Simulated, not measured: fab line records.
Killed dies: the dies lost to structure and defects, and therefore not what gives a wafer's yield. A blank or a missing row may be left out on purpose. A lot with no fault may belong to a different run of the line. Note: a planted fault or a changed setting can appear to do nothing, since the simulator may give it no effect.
Which tool is to blame? || flow gf180mcu || 39 wafers from 13 lots sampled at 4 of the route's 602 steps

## WHAT THE GAUGES SHOWED, per wafer
GF_V5_THK_MEAS_25: measures by xrf.
{"lot": "L701", "measured": "day 27 07:25", "on": "film metro-02", "V5_W_THK (nm)": "343 339 340"}
{"lot": "L703", "measured": "day 28 03:35", "on": "film metro-03", "V5_W_THK (nm)": "350 353 353"}
{"lot": "L705", "measured": "day 29 01:18", "on": "film metro-01", "V5_W_THK (nm)": "327 334 336"}
{"lot": "L706", "measured": "day 29 05:06", "on": "film metro-03", "V5_W_THK (nm)": "346 348 356"}
{"lot": "L707", "measured": "day 29 15:10", "on": "film metro-01", "V5_W_THK (nm)": "330 339 339"}
{"lot": "L709", "measured": "day 30 04:13", "on": "film metro-01", "V5_W_THK (nm)": "334 332 332"}
{"lot": "L710", "measured": "day 30 08:13", "on": "film metro-02", "V5_W_THK (nm)": "336 335 336"}
{"lot": "L711", "measured": "day 30 15:10", "on": "film metro-03", "V5_W_THK (nm)": "336 341 335"}
{"lot": "L712", "measured": "day 31 00:13", "on": "film metro-03", "V5_W_THK (nm)": "343 343 345"}
{"lot": "L713", "measured": "day 31 08:25", "on": "film metro-01", "V5_W_THK (nm)": "333 339 333"}
{"lot": "L718", "measured": "day 32 10:59", "on": "film metro-01", "V5_W_THK (nm)": "342 340 341"}
{"lot": "L719", "measured": "day 32 18:11", "on": "film metro-02", "V5_W_THK (nm)": "337 338 336"}
{"lot": "L720", "measured": "day 33 00:31", "on": "film metro-01", "V5_W_THK (nm)": "343 344 334"}

## TOOL THAT RAN EACH LOT (tool first, then ch and the chambers of the sampled wafers, then the start)
{"lot": "L701", "GF_POLY_GATE_STRIP_14": "plasma asher-02 ch 0,1, day 9 04:31", "GF_V5_ETCH_16": "rie diel-04 ch 0,1,3, day 27 06:16", "GF_V5_STRIP_18": "plasma asher-03 ch 0,1, day 27 06:25"}
{"lot": "L703", "GF_POLY_GATE_STRIP_14": "plasma asher-02 ch 0,1, day 9 18:31", "GF_V5_ETCH_16": "rie diel-01 ch 0,2,3, day 28 02:13", "GF_V5_STRIP_18": "plasma asher-02 ch 0,1, day 28 02:22"}
{"lot": "L705", "GF_POLY_GATE_STRIP_14": "plasma asher-03 ch 0,1, day 10 13:16", "GF_V5_ETCH_16": "rie diel-02 ch 0,3, day 29 00:14", "GF_V5_STRIP_18": "plasma asher-02 ch 1, day 29 00:24"}
{"lot": "L706", "GF_POLY_GATE_STRIP_14": "plasma asher-03 ch 0,1, day 10 20:10", "GF_V5_ETCH_16": "rie diel-02 ch 0,1,3, day 29 04:03", "GF_V5_STRIP_18": "plasma asher-02 ch 0,1, day 29 04:12"}
{"lot": "L707", "GF_POLY_GATE_STRIP_14": "plasma asher-04 ch 0,1, day 11 05:32", "GF_V5_ETCH_16": "rie diel-02 ch 0,1,3, day 29 14:04", "GF_V5_STRIP_18": "plasma asher-02 ch 0,1, day 29 14:13"}
{"lot": "L709", "GF_POLY_GATE_STRIP_14": "plasma asher-04 ch 0,1, day 11 15:37", "GF_V5_ETCH_16": "rie diel-04 ch 0,1,2, day 30 03:05", "GF_V5_STRIP_18": "plasma asher-02 ch 0,1, day 30 03:14"}
{"lot": "L710", "GF_POLY_GATE_STRIP_14": "plasma asher-02 ch 1, day 12 00:04", "GF_V5_ETCH_16": "rie diel-02 ch 0,1,3, day 30 07:12", "GF_V5_STRIP_18": "plasma asher-02 ch 0,1, day 30 07:21"}
{"lot": "L711", "GF_POLY_GATE_STRIP_14": "plasma asher-02 ch 0,1, day 12 08:20", "GF_V5_ETCH_16": "rie diel-02 ch 0,1,3, day 30 14:08", "GF_V5_STRIP_18": "plasma asher-03 ch 0,1, day 30 14:18"}
{"lot": "L712", "GF_POLY_GATE_STRIP_14": "plasma asher-04 ch 0,1, day 12 12:40", "GF_V5_ETCH_16": "rie diel-02 ch 0,1, day 30 23:12", "GF_V5_STRIP_18": "plasma asher-04 ch 0,1, day 30 23:21"}
{"lot": "L713", "GF_POLY_GATE_STRIP_14": "plasma asher-03 ch 0,1, day 12 22:55", "GF_V5_ETCH_16": "rie diel-02 ch 0,1, day 31 07:19", "GF_V5_STRIP_18": "plasma asher-03 ch 1, day 31 07:33"}
{"lot": "L718", "GF_POLY_GATE_STRIP_14": "plasma asher-02 ch 0,1, day 14 09:04", "GF_V5_ETCH_16": "rie diel-02 ch 0,1,3, day 32 09:37", "GF_V5_STRIP_18": "plasma asher-03 ch 0,1, day 32 09:46"}
{"lot": "L719", "GF_POLY_GATE_STRIP_14": "plasma asher-02 ch 0,1, day 14 18:11", "GF_V5_ETCH_16": "rie diel-02 ch 2,3, day 32 17:09", "GF_V5_STRIP_18": "plasma asher-03 ch 0,1, day 32 17:20"}
{"lot": "L720", "GF_POLY_GATE_STRIP_14": "plasma asher-02 ch 0,1, day 15 00:27", "GF_V5_ETCH_16": "rie diel-04 ch 0,1,3, day 32 23:08", "GF_V5_STRIP_18": "plasma asher-02 ch 0,1, day 32 23:18"}
- GF_POLY_GATE_STRIP_14: strips in O2/N2.
- GF_V5_ETCH_16: etches BARC in N2/H2.
- GF_V5_STRIP_18: strips in O2/N2.

## WHAT THE TOOLS THEMSELVES READ (means of the sampled wafers that have a number; where no wafer has one, the mark that the record gives instead)
GF_POLY_GATE_STRIP_14.
{"lot": "L701", "tool": "plasma asher-02", "drypump motor current A (A)": 6.1, "heater power w (W)": 369, "oes product au (a.u.)": 0.506}
{"lot": "L703", "tool": "plasma asher-02", "drypump motor current A (A)": 6.1, "heater power w (W)": 358, "oes product au (a.u.)": 0.503}
{"lot": "L705", "tool": "plasma asher-03", "drypump motor current A (A)": 5.8, "heater power w (W)": 280, "oes product au (a.u.)": 0.501}
{"lot": "L706", "tool": "plasma asher-03", "drypump motor current A (A)": 5.9, "heater power w (W)": 306, "oes product au (a.u.)": 0.503}
{"lot": "L707", "tool": "plasma asher-04", "drypump motor current A (A)": 5.6, "heater power w (W)": 325, "oes product au (a.u.)": 0.507}
{"lot": "L709", "tool": "plasma asher-04", "drypump motor current A (A)": 5.6, "heater power w (W)": 328, "oes product au (a.u.)": 0.505}
{"lot": "L710", "tool": "plasma asher-02", "drypump motor current A (A)": 5.9, "heater power w (W)": 339, "oes product au (a.u.)": 0.497}
{"lot": "L711", "tool": "plasma asher-02", "drypump motor current A (A)": 6.0, "heater power w (W)": 354, "oes product au (a.u.)": 0.504}
{"lot": "L712", "tool": "plasma asher-04", "drypump motor current A (A)": 5.6, "heater power w (W)": 322, "oes product au (a.u.)": 0.505}
{"lot": "L713", "tool": "plasma asher-03", "drypump motor current A (A)": 5.9, "heater power w (W)": 304, "oes product au (a.u.)": 0.504}
{"lot": "L718", "tool": "plasma asher-02", "drypump motor current A (A)": 6.0, "heater power w (W)": 354, "oes product au (a.u.)": 0.499}
{"lot": "L719", "tool": "plasma asher-02", "drypump motor current A (A)": 6.0, "heater power w (W)": 354, "oes product au (a.u.)": 0.506}
{"lot": "L720", "tool": "plasma asher-02", "drypump motor current A (A)": 6.1, "heater power w (W)": 362, "oes product au (a.u.)": 0.507}

GF_V5_ETCH_16.
{"lot": "L701", "tool": "rie diel-04", "drypump motor current A (A)": 5.4, "oes product au (a.u.)": 0.854, "throttle valve pct (%)": 13.229}
{"lot": "L703", "tool": "rie diel-01", "drypump motor current A (A)": 5.9, "oes product au (a.u.)": 0.856, "throttle valve pct (%)": 13.221}
{"lot": "L705", "tool": "rie diel-02", "drypump motor current A (A)": 5.0, "oes product au (a.u.)": 0.857, "throttle valve pct (%)": 13.227}
{"lot": "L706", "tool": "rie diel-02", "drypump motor current A (A)": 5.1, "oes product au (a.u.)": 0.853, "throttle valve pct (%)": 13.229}
{"lot": "L707", "tool": "rie diel-02", "drypump motor current A (A)": 5.1, "oes product au (a.u.)": 0.854, "throttle valve pct (%)": 13.223}
{"lot": "L709", "tool": "rie diel-04", "drypump motor current A (A)": 5.5, "oes product au (a.u.)": 0.854, "throttle valve pct (%)": 13.224}
{"lot": "L710", "tool": "rie diel-02", "drypump motor current A (A)": 5.1, "oes product au (a.u.)": 0.852, "throttle valve pct (%)": 13.228}
{"lot": "L711", "tool": "rie diel-02", "drypump motor current A (A)": 5.1, "oes product au (a.u.)": 0.854, "throttle valve pct (%)": 13.227}
{"lot": "L712", "tool": "rie diel-02", "drypump motor current A (A)": 5.2, "oes product au (a.u.)": 0.851, "throttle valve pct (%)": 13.225}
{"lot": "L713", "tool": "rie diel-02", "drypump motor current A (A)": 5.3, "oes product au (a.u.)": 0.850, "throttle valve pct (%)": 13.233}
{"lot": "L718", "tool": "rie diel-02", "drypump motor current A (A)": 5.1, "oes product au (a.u.)": 0.851, "throttle valve pct (%)": 13.222}
{"lot": "L719", "tool": "rie diel-02", "drypump motor current A (A)": 5.0, "oes product au (a.u.)": 0.857, "throttle valve pct (%)": 13.231}
{"lot": "L720", "tool": "rie diel-04", "drypump motor current A (A)": 5.4, "oes product au (a.u.)": 0.854, "throttle valve pct (%)": 13.222}

GF_V5_STRIP_18.
{"lot": "L701", "tool": "plasma asher-03", "drypump motor current A (A)": 5.9, "heater power w (W)": 282, "oes product au (a.u.)": 0.569}
{"lot": "L703", "tool": "plasma asher-02", "drypump motor current A (A)": 6.1, "heater power w (W)": 363, "oes product au (a.u.)": 0.567}
{"lot": "L705", "tool": "plasma asher-02", "drypump motor current A (A)": 5.9, "heater power w (W)": 333, "oes product au (a.u.)": 0.570}
{"lot": "L706", "tool": "plasma asher-02", "drypump motor current A (A)": 6.0, "heater power w (W)": 349, "oes product au (a.u.)": 0.565}
{"lot": "L707", "tool": "plasma asher-02", "drypump motor current A (A)": 6.0, "heater power w (W)": 350, "oes product au (a.u.)": 0.567}
{"lot": "L709", "tool": "plasma asher-02", "drypump motor current A (A)": 6.0, "heater power w (W)": 352, "oes product au (a.u.)": 0.572}
{"lot": "L710", "tool": "plasma asher-02", "drypump motor current A (A)": 6.1, "heater power w (W)": 365, "oes product au (a.u.)": 0.568}
{"lot": "L711", "tool": "plasma asher-03", "drypump motor current A (A)": 5.9, "heater power w (W)": 281, "oes product au (a.u.)": 0.565}
{"lot": "L712", "tool": "plasma asher-04", "drypump motor current A (A)": 6.1, "heater power w (W)": 344, "oes product au (a.u.)": 0.567}
{"lot": "L713", "tool": "plasma asher-03", "drypump motor current A (A)": 5.9, "heater power w (W)": 256, "oes product au (a.u.)": 0.567}
{"lot": "L718", "tool": "plasma asher-03", "drypump motor current A (A)": 5.9, "heater power w (W)": 294, "oes product au (a.u.)": 0.567}
{"lot": "L719", "tool": "plasma asher-03", "drypump motor current A (A)": 5.9, "heater power w (W)": 297, "oes product au (a.u.)": 0.570}
{"lot": "L720", "tool": "plasma asher-02", "drypump motor current A (A)": 6.0, "heater power w (W)": 346, "oes product au (a.u.)": 0.568}

## THE ANSWER, worked out from the rows above alone
Rule: the usual values come from the lots themselves. Put in order of their means at a reading, lots are off if they are a third of the lots or fewer, leave a main group of 4 or more, and stand apart from it by a gap of 3 or more times the standard deviation of the main group's means; of several such gaps the widest counts. A main group whose means are all the same, to the digits that the tables above print for the reading, isn't used. A lot without any number at a reading at which 4 lots or more have one is off too. Any other lot the step has rows for is counted as sound. First the gauges in route order, then the tools' own readings, where a lot's mean is used as printed above. The first step at which some lot is off is used, and at that step the reading that is off furthest; a lot without a number counts as furthest.
None of the lots is off at any reading shown; this tells nothing.

## WHAT THE SIMULATOR HAD PUT IN
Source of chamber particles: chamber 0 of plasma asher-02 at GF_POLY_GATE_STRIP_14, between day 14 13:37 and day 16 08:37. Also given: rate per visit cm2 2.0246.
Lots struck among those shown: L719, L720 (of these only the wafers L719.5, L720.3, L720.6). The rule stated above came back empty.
